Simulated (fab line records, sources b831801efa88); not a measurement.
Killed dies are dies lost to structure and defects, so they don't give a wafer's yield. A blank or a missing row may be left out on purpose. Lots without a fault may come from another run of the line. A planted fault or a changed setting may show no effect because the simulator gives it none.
fab line records | flow sfq_line
record lots=14 wafers=42 last_day=81
route steps=325 shown I5@238 M6@262 I6@266 I7@296
lots that met no fault: from a run of the same line without faults
start_h: hours from the record's first day to the start of the lot's first wafer shown | wait_h: hours since the lot's step before | " the same as in the row above | L1.1+2: a row that stands for several wafers | - no value, or no start given | * or withheld: withheld | < > ~ a bound
route shown NAME@n: a module of which the file shows steps, and the number in the route of the first | usual: mean/standard deviation of fault-free wafers | same: alike in all rows | chamber/n: place in a boat | sites: the reading at each site | _std_site: their standard deviation | _edge_site: outer sites' mean less inner sites' | radius_mm: how far each site lies from the wafer's centre | mask NAME#n: copy n | behind: the tool/chamber that last shaped the wafer | hold: why the lot was held/for how many hours/how that ended | device: the transistor (n, p or np) that didn't switch | end of line: the same wafers' tests at the end of the route | a step without rows: its recipe alone | killed: dies lost to structure and defects at the first sort, not the wafer's yield | map: a wafer's dies, x killed, . not, _ none there
set.NAME: the setting as run; set.NAME@STEP: as run at that earlier step | model.NAME: the simulator's own value behind a step, which no gauge read
steps of the route over a sample of lots; a table a step, a row a wafer
services: from which hour (start_h, from the record's first day; less than 0 if before it) a tool's chamber was out of use, for how many hours, and why
## steps
# step SFQ_TRILAYER_I5_STRIP_STRIP_148
# recipe gas=O2 power_w=200 platen_temp_c=40 overash_fraction=0.65 chemistry=O2 pressure_mtorr=50
# usual drypump_motor_current_A=5.74/0.27 oes_product_au=1.005/0.0077
# columns lot.wafer tool chamber start_h wait_h drypump_motor_current_A oes_product_au rf_hours_counter_h
L701.4 rie_metal-01 1 1307.56 - 5.84 1.007 -
L701.5 " 1 " " 5.83 1.007 -
L701.6 " 0 " " 5.72 1.019 -
L704.1 rie_metal-04 1 1315.76 - 5.84 1.006 27
L704.2 " 0 " " 5.24 1.008 113
L704.4 " 0 " " 5.25 1.005 -
L703.3 rie_metal-04 1 1318.36 - 5.83 1.008 -
L703.4 " 0 " " 5.25 1.010 -
L703.6 " 1 " " 5.83 1.012 -
L705.3 rie_metal-04 1 1320.76 - 5.85 1.019 -
L705.5 " 0 " " 5.25 1.009 -
L705.6 " 1 " " 5.86 1.009 -
L706.2 rie_metal-01 1 1325.36 - 5.80 0.999 28
L706.5 " 0 " " 5.71 0.998 -
L706.6 " 1 " " 5.82 0.998 -
L714.2 rie_metal-01 0 1480.57 - 5.70 1.011 68
L714.5 " 0 " " 5.71 1.004 -
L714.6 " 1 " " 5.83 1.007 -
L715.1 rie_metal-04 1 1481.77 - 5.85 1.006 55
L715.4 " 1 " " 5.82 1.006 -
L715.6 " 1 " " 5.83 1.005 -
L716.2 rie_metal-04 1 1484.58 - 5.85 1.007 -
L716.4 " 1 " " 5.83 1.014 -
L716.6 " 1 " " 5.83 1.016 -
L717.4 rie_metal-03 1 1488.76 - 6.30 0.999 -
L717.5 " 1 " " 6.32 1.004 -
L717.6 " 0 " " 5.71 0.989 -
L719.1 rie_metal-04 0 1613.49 - 5.27 1.008 10
L719.2 " 1 " " 5.83 1.013 74
L719.4 " 1 " " 5.81 1.010 -
L721.2 rie_metal-01 0 1707.41 - 5.70 1.024 -
L721.3 " 0 " " 5.70 1.003 -
L721.5 " 0 " " 5.72 1.006 -
L722.3 rie_metal-04 1 1748.56 - 5.83 1.007 -
L722.4 " 0 " " 5.26 1.000 -
L722.5 " 0 " " 5.24 0.999 -
L723.3 rie_metal-01 0 1750.96 - 5.69 0.995 -
L723.5 " 0 " " 5.71 1.004 -
L723.6 " 1 " " 5.83 0.988 -
L724.2 rie_metal-01 1 1753.16 - 5.80 0.985 76
L724.3 " 0 " " 5.70 1.000 -
L724.6 " 0 " " 5.70 1.004 -
# step SFQ_TRILAYER_M6_BARC_OPEN_METAL_ETCH_206
# recipe mask_material=PR chemistry=O2 target_depth_nm=125 target=BARC icp_w=600 bias_w=80 pressure_mtorr=10 time_s=41.7
# usual bias_w=79.96/0.24 drypump_motor_current_A=5.9/0.37 oes_product_au=0.685/0.0046 rf_fwd_power_W=593.4/2.2
# columns lot.wafer tool chamber start_h wait_h bias_w drypump_motor_current_A oes_product_au rf_fwd_power_W rf_hours_counter_h
L701.4 rie_metal-01 0 1427.47 0.0 79.89 5.7 0.691 593.3 -
L701.5 " 1 " " 79.57 5.9 0.689 592.7 -
L701.6 " 0 " " 79.96 5.7 0.682 595.3 -
L704.1 rie_metal-01 1 1432.25 0.0 79.82 5.9 0.688 592.0 43
L704.2 " 0 " " 80.55 5.7 0.687 593.8 60
L704.4 " 0 " " 80.09 5.7 0.683 595.9 -
L703.3 rie_metal-02 1 1433.60 0.0 80.00 6.2 0.682 595.2 -
L703.4 " 0 " " 79.62 6.4 0.689 595.8 -
L703.6 " 1 " " 79.63 6.2 0.691 592.0 -
L705.3 rie_metal-01 0 1434.82 0.1 79.84 5.7 0.682 594.8 -
L705.5 " 0 " " 80.21 5.7 0.685 597.6 -
L705.6 " 0 " " 79.85 5.7 0.686 595.6 -
L706.2 rie_metal-02 0 1435.98 0.0 79.58 6.3 0.691 597.4 98
L706.5 " 0 " " 79.59 6.3 0.686 598.9 -
L706.6 " 1 " " 79.71 6.2 0.679 591.6 -
L714.2 rie_metal-02 0 1616.90 0.0 80.01 6.4 0.686 595.9 122
L714.5 " 0 " " 80.19 6.4 0.686 596.2 -
L714.6 " 1 " " 79.84 6.2 0.688 591.9 -
L715.1 rie_metal-01 0 1618.10 0.0 79.99 5.7 0.684 595.2 83
L715.4 " 1 " " 80.66 5.9 0.686 592.9 -
L715.6 " 0 " " 79.89 5.7 0.680 594.2 -
L716.2 rie_metal-04 0 1619.30 0.0 79.94 5.2 0.679 590.8 12
L716.4 " 0 " " 80.02 5.3 0.683 593.5 -
L716.6 " 1 " " 80.25 5.8 0.687 590.7 -
L717.4 rie_metal-02 1 1620.52 0.0 80.11 6.2 0.687 594.0 -
L717.5 " 1 " " 79.87 6.2 0.691 592.0 -
L717.6 " 0 " " 79.77 6.4 0.690 593.9 -
L719.1 rie_metal-04 1 1656.05 0.0 80.19 5.8 0.692 590.0 79
L719.2 " 0 " " 80.14 5.3 0.684 593.1 16
L719.4 " 0 " " 79.87 5.3 0.685 592.3 -
L721.2 rie_metal-04 1 1716.97 0.0 79.85 5.8 0.687 589.7 89
L721.3 " 0 " " 80.10 5.3 0.689 591.4 -
L721.5 " 1 " " 79.88 5.8 0.679 593.0 -
L722.3 rie_metal-04 1 1764.79 0.0 80.23 5.8 0.683 592.4 -
L722.4 " 0 " " 79.56 5.2 0.687 592.1 -
L722.5 " 0 " " 79.75 5.2 0.678 594.7 -
L723.3 rie_metal-02 1 1766.01 0.1 79.96 6.2 0.684 593.3 -
L723.5 " 1 " " 80.12 6.2 0.684 591.5 -
L723.6 " 1 " " 80.12 6.2 0.683 591.2 -
L724.2 rie_metal-04 1 1767.19 0.0 80.13 5.8 0.682 594.6 -
L724.3 " 1 " " 79.71 5.8 0.676 592.0 -
L724.6 " 1 " " 79.66 5.8 0.687 591.2 -
# step SFQ_TRILAYER_I6_DEP_PECVD_165
# recipe material=SiO2 temp_c=150 time_s=111.11 pressure_torr=2.4 rf_w=183.3 precursor=SiH4/N2O target_thk_nm=500
# usual heater_power_w=83/15 rf_fwd_power_W=182.3/0.61 run_length_s=139.3/0.59 throttle_valve_pct=25.7/2.2
# columns lot.wafer tool chamber start_h wait_h heater_power_w rf_fwd_power_W run_length_s throttle_valve_pct
L701.4 pecvd-04 2 1428.45 0.0 75 182.9 139.9 23.7
L701.5 " 0 " " 79 182.5 139.2 22.8
L701.6 " 1 " " 80 182.5 138.6 23.8
L704.1 pecvd-01 1 1433.21 0.0 92 182.4 139.0 26.2
L704.2 " 0 " " 96 182.1 140.0 28.4
L704.4 " 2 " " 86 183.0 139.0 25.7
L703.3 pecvd-04 0 1434.58 0.0 83 181.8 139.3 22.4
L703.4 " 1 " " 102 181.9 138.2 23.6
L703.6 " 1 " " 82 181.9 138.3 23.5
L705.3 pecvd-02 1 1436.56 0.0 102 183.1 139.4 29.7
L705.5 " 1 " " 105 181.7 139.5 29.7
L705.6 " 0 " " 76 183.0 140.2 25.5
L706.2 pecvd-01 0 1436.94 0.0 95 182.8 139.6 28.0
L706.5 " 1 " " 93 182.1 139.3 26.1
L706.6 " 2 " " 79 182.8 138.7 25.6
L714.2 pecvd-04 0 1617.86 0.0 79 181.9 139.5 23.2
L714.5 " 2 " " 69 182.8 139.8 24.0
L714.6 " 1 " " 98 180.7 139.0 24.6
L715.1 pecvd-01 2 1619.06 0.0 96 183.2 138.6 25.8
L715.4 " 0 " " 90 181.9 140.2 28.9
L715.6 " 2 " " 97 183.2 138.1 26.1
L716.2 pecvd-02 1 1620.26 0.0 99 181.0 139.3 30.1
L716.4 " 0 " " 63 181.9 140.3 25.6
L716.6 " 2 " " 52 183.0 139.0 25.8
L717.4 pecvd-04 0 1621.50 0.0 85 182.7 139.2 23.4
L717.5 " 2 " " 71 181.5 140.0 23.7
L717.6 " 1 " " 83 181.5 138.2 24.5
L719.1 pecvd-04 1 1657.01 0.0 82 181.8 138.4 24.9
L719.2 " 0 " " 71 182.6 139.1 23.2
L719.4 " 1 " " 88 181.4 138.7 24.5
L721.2 pecvd-01 2 1717.93 0.0 89 181.8 138.7 26.2
L721.3 " 1 " " 89 183.1 139.4 26.4
L721.5 " 1 " " 92 182.7 139.2 26.6
L722.3 pecvd-02 1 1765.73 0.0 103 181.2 139.0 23.1
L722.4 " 1 " " 100 181.5 139.2 22.9
L722.5 " 0 " " 59 181.7 140.0 22.6
L723.3 pecvd-01 2 1767.73 0.0 82 182.7 138.8 26.0
L723.5 " 0 " " 96 183.4 139.6 29.1
L723.6 " 1 " " 87 181.6 139.4 26.4
L724.2 pecvd-04 2 1768.92 0.0 66 181.6 139.3 23.9
L724.3 " 1 " " 88 181.7 139.0 25.2
L724.6 " 0 " " 85 181.7 139.5 23.4
# step SFQ_TRILAYER_I7_DEP_PECVD_183
# recipe material=SiO2 temp_c=150 time_s=111.11 pressure_torr=2.4 rf_w=183.3 precursor=SiH4/N2O target_thk_nm=500
# usual heater_power_w=79/16 rf_fwd_power_W=182.2/0.62 run_length_s=139.4/0.55 throttle_valve_pct=24.6/1.7
# columns lot.wafer tool chamber start_h wait_h heater_power_w rf_fwd_power_W run_length_s throttle_valve_pct
L701.4 pecvd-03 1 1553.50 0.0 84 181.8 139.6 23.4
L701.5 " 0 " " 75 183.9 139.1 24.0
L701.6 " 2 " " 96 182.7 138.7 23.4
L704.1 pecvd-04 2 1653.86 0.0 69 182.7 139.8 23.6
L704.2 " 0 " " 82 182.5 139.1 23.2
L704.4 " 0 " " 81 182.8 139.1 23.4
L703.3 pecvd-02 0 1656.56 0.0 69 182.3 140.3 25.3
L703.4 " 1 " " 101 182.6 140.0 29.9
L703.6 " 2 " " 49 182.5 139.8 26.0
L705.3 pecvd-02 2 1658.96 0.0 53 - 128.4 25.6
L705.5 " 0 " " 68 182.4 140.7 25.3
L705.6 " 2 " " 42 - 128.9 25.9
L706.2 pecvd-02 2 1661.36 0.0 45 - 128.2 25.9
L706.5 " 1 " " 100 181.9 139.2 29.9
L706.6 " 2 " " 47 - 128.6 25.7
L714.2 pecvd-04 1 1811.19 0.0 90 181.5 139.1 25.4
L714.5 " 0 " " 76 183.0 139.4 23.7
L714.6 " 1 " " 92 181.0 138.3 25.6
L715.1 pecvd-02 1 1813.17 0.0 92 181.4 140.1 23.3
L715.4 " 2 " " 48 182.2 139.2 23.4
L715.6 " 0 " " 70 182.0 140.2 23.0
L716.2 pecvd-03 2 1813.57 0.0 89 183.4 138.6 23.9
L716.4 " 1 " " 83 182.6 139.4 23.8
L716.6 " 0 " " 67 182.6 139.3 25.2
L717.4 pecvd-04 0 1816.01 0.0 89 182.7 139.7 23.3
L717.5 " 1 " " 96 181.6 138.4 25.6
L717.6 " 2 " " 73 182.4 139.4 24.0
L719.1 pecvd-02 0 1841.31 0.0 71 182.0 140.2 23.3
L719.2 " 2 " " 50 182.4 139.3 23.6
L719.4 " 1 " " 98 181.5 139.1 23.4
L721.2 pecvd-04 0 1849.73 0.0 75 182.1 139.9 23.7
L721.3 " 1 " " 88 181.6 138.3 25.5
L721.5 " 2 " " 70 181.4 139.4 24.2
L722.3 pecvd-02 1 1856.91 0.0 95 181.9 139.4 23.5
L722.4 " 2 " " 49 182.9 139.5 23.9
L722.5 " 1 " " 100 181.2 139.9 23.2
L723.3 pecvd-03 1 1861.70 0.0 89 182.9 139.5 24.0
L723.5 " 0 " " 68 182.5 139.1 24.9
L723.6 " 2 " " 99 182.2 138.6 23.9
L724.2 pecvd-02 1 1862.90 0.0 93 182.1 139.5 23.4
L724.3 " 1 " " 96 181.5 139.3 23.2
L724.6 " 2 " " 52 182.5 139.4 23.8
# step SFQ_TRILAYER_I7_CMP_CMP_184
# recipe material=SiO2 down_force_psi=3 platen_rpm=60 pad_velocity_m_s=0.94248
# usual motor_current_A=10.0/1.1 platen_rpm=60.00/0.042 time_to_endpoint_s=214/8.7
# columns lot.wafer tool chamber start_h wait_h motor_current_A platen_rpm time_to_endpoint_s
L701.4 cmp-02 3 1554.04 0.5 7.7 59.95 215
L701.5 " 2 1555.54 2.0 9.5 60.07 218
L701.6 " 3 " " 7.6 59.98 211
L704.1 cmp-01 0 1654.44 0.5 10.5 60.01 212
L704.4 " 1 " " 9.7 60.01 213
L704.2 " 2 " " 11.2 60.01 202
L703.4 cmp-01 0 1656.94 0.3 10.5 60.10 234
L703.3 " 2 1657.94 1.3 10.6 59.96 206
L703.6 " 0 1658.94 2.3 10.1 59.99 232
L705.3 cmp-02 3 1662.39 3.4 7.8 60.01 180
L705.5 " 2 1663.89 4.8 9.9 60.04 222
L705.6 " 3 " " 7.8 60.08 185
L706.2 cmp-02 3 1665.89 4.5 7.6 60.04 175
L706.5 " 1 1666.89 5.5 11.2 60.00 214
L706.6 " 2 " " 9.9 59.96 183
L714.2 cmp-01 3 1812.26 1.0 10.8 59.86 207
L714.6 " 1 1813.26 2.0 10.1 60.02 207
L714.5 " 2 " " 10.7 60.03 212
L715.1 cmp-02 2 1813.25 0.0 9.9 59.99 224
L715.4 " 0 1814.25 1.0 11.6 59.98 213
L715.6 " 2 1815.25 2.0 9.9 59.92 229
L716.4 cmp-01 3 1815.26 1.6 10.8 59.96 222
L716.2 " 0 " " 10.3 60.04 218
L716.6 " 1 " " 9.7 59.95 216
L717.4 cmp-01 1 1817.76 1.7 9.4 60.01 208
L717.6 " 0 1819.26 3.2 10.0 59.98 213
L717.5 " 1 " " 9.7 59.98 202
L719.1 cmp-02 2 1842.67 1.3 9.9 60.04 217
L719.4 " 0 1843.75 2.4 10.6 60.03 219
L719.2 " 1 " " 10.9 60.02 206
L721.3 cmp-01 0 1851.63 1.9 10.4 59.98 215
L721.2 " 1 " " 10.0 60.05 208
L721.5 " 3 1853.13 3.3 10.4 60.05 221
L722.3 cmp-01 3 1856.99 0.0 10.4 59.94 231
L722.4 " 0 " " 10.2 59.98 234
L722.5 " 0 1859.49 2.5 9.8 59.98 242
L723.3 cmp-02 0 1862.86 1.1 11.2 59.99 206
L723.5 " 2 1863.86 2.1 9.8 60.01 219
L723.6 " 3 " " 7.5 59.98 207
L724.3 cmp-01 3 1863.67 0.7 11.2 59.98 225
L724.2 " 0 " " 10.1 60.05 230
L724.6 " 3 1865.67 2.7 10.6 59.97 223
## services
# columns tool chamber start_h hours kind
pecvd-02 - 1286.00 14.5 repair
pecvd-02 2 1301.81 6.2 repair
pecvd-04 - 1316.75 14.0 pm
pecvd-04 - 1332.88 4.8 repair
pecvd-02 - 1351.52 1.2 repair
rie_metal-04 0 1356.73 22.2 repair
pecvd-02 - 1377.45 5.5 pm
rie_metal-01 - 1399.62 1.2 repair
pecvd-02 1 1409.51 16.2 repair
pecvd-04 2 1428.86 26.6 repair
rie_metal-01 1 1433.67 11.6 repair
pecvd-02 2 1435.72 3.3 repair
pecvd-02 0 1445.16 4.6 repair
rie_metal-01 1 1448.75 8.4 repair
pecvd-02 - 1482.70 0.3 repair
rie_metal-04 0 1522.88 26.9 repair
rie_metal-04 - 1526.55 2.8 pm
pecvd-04 2 1578.84 6.6 repair
pecvd-02 2 1582.59 12.2 repair
rie_metal-01 - 1611.24 4.3 pm
rie_metal-04 - 1684.78 4.3 pm
rie_metal-04 0 1766.39 15.0 repair
rie_metal-04 - 1825.67 1.4 pm
rie_metal-04 - 1845.34 1.2 repair
## key
first_sign step=SFQ_TRILAYER_I7_DEP_PECVD_183 reading=run_length_s direction=down sigmas=20 usual=* struck=*
effect step=SFQ_TRILAYER_I7_CMP_CMP_184 reading=time_to_endpoint_s direction=down sigmas=3.9 usual=* struck=*
met_at SFQ_TRILAYER_I7_DEP_PECVD_183
struck_lots L705,L706
struck_wafers L705.3,L705.6,L706.2,L706.6
not_acting_at SFQ_TRILAYER_I5_STRIP_STRIP_148,SFQ_TRILAYER_M6_BARC_OPEN_METAL_ETCH_206,SFQ_TRILAYER_I6_DEP_PECVD_165
onset_between 1656.56 1658.96
fault kind=process_parameter_drift tool=pecvd-02 chamber=2 onset_h=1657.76 steps=SFQ_TRILAYER_I7_DEP_PECVD_183 channel=time_s offset=* shape=step end_h=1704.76 acts_in=* stated=*
